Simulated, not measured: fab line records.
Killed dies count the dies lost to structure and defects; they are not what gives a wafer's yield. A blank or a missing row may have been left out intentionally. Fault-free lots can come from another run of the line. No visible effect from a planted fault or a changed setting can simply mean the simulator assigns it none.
Comparing a struck lot with a sound one :: flow sky130 :: 16 out of 708 route steps
Sound: the wafers L783.2, L783.3, L783.5. The struck wafers were L794.1, L794.2, L794.6. The cause is named last.
For every step that has rows: the tool of each side, followed by ch and its chambers, followed by its first start. Under that, the readings that differ: sound wafers :: struck wafers :: difference of the means :: sigmas: that difference in standard deviations of wafers without a fault.
alike: words and numbers the same on both sides, and readings whose means are apart by under 2 such deviations; not compared: readings that were withheld, readings missing a value for some wafer, numbers with overlapping values and no deviation given by the record, and bounds like >300 which may hide the same value.
The two part at a step that has a row with sigmas, a row that says differs or no value, or rows on one side only. Numbers that have no deviation but don't overlap get no sigmas and don't part them. A reading that every wafer of one side lacks parts them only if that side has two wafers or more.

first, 2 steps without rows for these wafers: SKY_METAL4_PEB_11; SKY_METAL4_DEVELOP_12 (develop time 60 s).
SKY_METAL4_CD_MEAS_13: target cd 300 nm.
  struck on cd_sem-01, day 45 15:53; sound on cd_sem-02, day 43 14:33
  alike: cd_nm
SKY_METAL4_OVL_MEAS_14:
  struck on overlay-02, day 45 16:00; sound on overlay-01, day 43 14:40
  alike: METAL4_OVL
SKY_METAL4_DESCUM_15: chemistry O2, time 8 s.
  sound on rie_metal-04 ch 0,1, day 43 14:41; struck on rie_metal-04 ch 0,1, day 45 16:02
  alike: drypump_motor_current_A, oes_product_au
  not compared: rf_hours_counter_h
SKY_METAL4_ETCH_16: etches BARC in N2/H2, stops on SiO2, time 88.2 s, target depth 60 nm.
  sound on rie_metal-04 ch 0,1, day 43 14:43; struck on rie_metal-04 ch 0,1, day 45 16:04
  alike: drypump_motor_current_A, oes_product_au, throttle_valve_pct
  not compared: rf_hours_counter_h
SKY_METAL4_ETCH_17: etches SiO2 in C4F8/O2/Ar, stops on TiN, time 3.9 s, target depth 15 nm.
  sound on rie_diel-03 ch 0,1,3, day 43 14:49; struck on rie_diel-01 ch 0,1,3, day 45 16:10
  alike: oes_product_au
  not compared: rf_hours_counter_h
then, 1 step without rows for these wafers: SKY_METAL4_METAL_ETCH_18 (etches the open film in Cl2/BCl3, stops on SiO2, target depth 845 nm, time 183.1 s).
SKY_METAL4_STRIP_19: strips in O2/N2.
  sound on plasma_asher-03 ch 0,1, day 43 15:01; struck on plasma_asher-03 ch 0,1, day 45 16:22
  alike: drypump_motor_current_A, oes_product_au, strip_time_to_endpoint_s
  not compared: rf_hours_counter_h
then, 3 steps without rows for these wafers: SKY_METAL4_STRIP_20 (strips in post etch residue remover, time 1200 s); SKY_METAL4_CLEAN_21 (cleans in IPA, time 180 s); SKY_METAL4_CLEAN_22 (cleans in O3/DIW).
SKY_VIA4_HDPCVD_00: deposits SiO2, target thk 1750 nm, time 291.7 s.
  sound on hdpcvd-01 ch 1,2, day 43 15:37; struck on hdpcvd-01 ch 0,2, day 45 16:58
reading: sih4_flow_sccm (sccm)
sound: 60.28 59.70 60.04
struck: 89.94 90.11 89.92
difference: +29.98
sigmas: +99 or more

reading: model.SiO2_of_VIA4_HDPCVD_00.thk_nm (nm)
sound: 1739 1734 1733
struck: 2648 2614 2617
difference: +891
sigmas: 
SKY_VIA4_THK_MEAS_01:
  struck on film_metro-03, day 45 17:08; sound on film_metro-02, day 43 15:48
reading: VIA4_HDPCVD_THK (nm)
sound: 1738 1735 1733
struck: 2650 2613 2617
difference: +891
sigmas: +37
SKY_VIA4_CMP_02: polishes SiO2.
  sound on cmp-01 ch 0,1,2, day 43 15:57; struck on cmp-02 ch 0,1,3, day 45 17:12
  alike: edge_zone_pressure_frac, motor_current_A
-- the record jumps here: 3 days lie between the struck wafers' starts before and after (it left off in module VIA4 and takes up again in module PAD_OPEN, whose first step shown is number 708 of the route) --
SKY_PAD_OPEN_PROBE_99:
  rows exist in the record for the struck wafers here (prober-01, day 49 04:59), but not for the sound ones

WHERE THEY PART
At SKY_VIA4_HDPCVD_00 first; at SKY_PAD_OPEN_PROBE_99 last (within this record only).

WHY: what had been put in by the simulator
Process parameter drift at SKY_VIA4_HDPCVD_00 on hdpcvd-01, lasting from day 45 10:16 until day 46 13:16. The setting sih4_flow_sccm was moved by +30, starting from 60. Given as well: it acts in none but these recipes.
